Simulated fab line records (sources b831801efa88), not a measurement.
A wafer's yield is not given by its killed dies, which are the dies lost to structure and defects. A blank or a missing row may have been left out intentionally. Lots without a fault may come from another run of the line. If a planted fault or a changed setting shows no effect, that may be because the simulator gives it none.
A struck lot beside a sound one | flow sky130 | 16 steps out of a route of 708
Sound: wafers L527.2, L527.4, L527.5. Wafers L545.4, L545.5, L545.6 were the ones struck. At the end, the cause is stated.
At each step with rows: each side's tool, then ch and its chambers, then its first start. Under that, the readings that differ: sound wafers | struck wafers | difference of the means | sigmas: that difference in standard deviations of wafers without a fault.
alike: same words and numbers on both sides, and readings whose means sit less than 2 such deviations apart. not compared: any withheld reading, any reading some wafer has no value for, any bound like >300 that may hide the same value, and any number with overlapping values for which the record gives no deviation.
Wherever a step has rows on one side only, a row that says differs or no value, or a row with sigmas, the two part there. Non-overlapping numbers with no deviation appear without sigmas and do not part them. Lack of a reading on every wafer of one side parts them only where that side has two or more wafers.

first, 2 steps without rows for these wafers: SKY_VT_ADJUST_LVTN_PEB_16; SKY_VT_ADJUST_LVTN_DEVELOP_17 (develop time 60 s).
SKY_VT_ADJUST_LVTN_OVL_MEAS_18:
  sound on overlay-01 at day 8 18:11; struck on overlay-01 at day 14 00:07
  alike: VT_ADJUST_LVTN_01_OVL
after that, 1 step had no rows for these wafers: SKY_VT_ADJUST_LVTN_IMPLANT_19.
SKY_VT_ADJUST_LVTN_STRIP_20: strips in O2/N2.
  sound on plasmaAsher-02 ch 0,1, day 8 18:22; struck on plasmaAsher-04 ch 0,1, day 14 00:19
  alike: drypumpMotorCurrentA, oesProductAu, stripTimeToEndpointS
  not compared: rfHoursCounterH
SKY_VT_ADJUST_LVTN_TW_MEAS_21:
  sound on filmMetro-03 at day 8 18:28; struck on filmMetro-01 at day 14 00:25
  alike: VT_ADJUST_LVTN_2_TW
then, 6 steps without rows for these wafers: SKY_VT_ADJUST_NCORE_DEHYDRATE_00 (time 60 s); SKY_VT_ADJUST_NCORE_HMDS_01 (prime time 60 s); SKY_VT_ADJUST_NCORE_COAT_02 (resist thk 1140 nm); SKY_VT_ADJUST_NCORE_SOFTBAKE_03 (time 60 s); SKY_VT_ADJUST_NCORE_EXPOSE_04 (exposes mask LVTN COMPLEMENT THIN, target cd 380 nm); SKY_VT_ADJUST_NCORE_PEB_05.
SKY_VT_ADJUST_NCORE_DEVELOP_06: develop time 60 s.
  sound on lithoTrack-04 ch 0, day 9 15:24; struck on lithoTrack-02 ch 0, day 15 03:07
  alike: developerTempC
SKY_VT_ADJUST_NCORE_CD_MEAS_07: target cd 380 nm.
  sound on cdSem-02 at day 9 15:33; struck on cdSem-01 at day 15 03:15
reading   | sound             | struck            | difference | sigmas
cdNm (nm) | 380.6 383.0 382.2 | 370.2 370.1 371.0 | -11.5      | -5
SKY_VT_ADJUST_NCORE_OVL_MEAS_08:
  sound on overlay-02 at day 9 15:39; struck on overlay-02 at day 15 03:20
  alike: VT_ADJUST_NCORE_OVL
SKY_PAD_OPEN_PROBE_99:
  the record holds rows for the sound wafers here (prober-02, day 46 18:17) but none for the struck ones

WHERE THEY PART
Earliest at SKY_VT_ADJUST_NCORE_CD_MEAS_07; latest, in this record, at SKY_PAD_OPEN_PROBE_99.

WHY: whatever the simulator had introduced
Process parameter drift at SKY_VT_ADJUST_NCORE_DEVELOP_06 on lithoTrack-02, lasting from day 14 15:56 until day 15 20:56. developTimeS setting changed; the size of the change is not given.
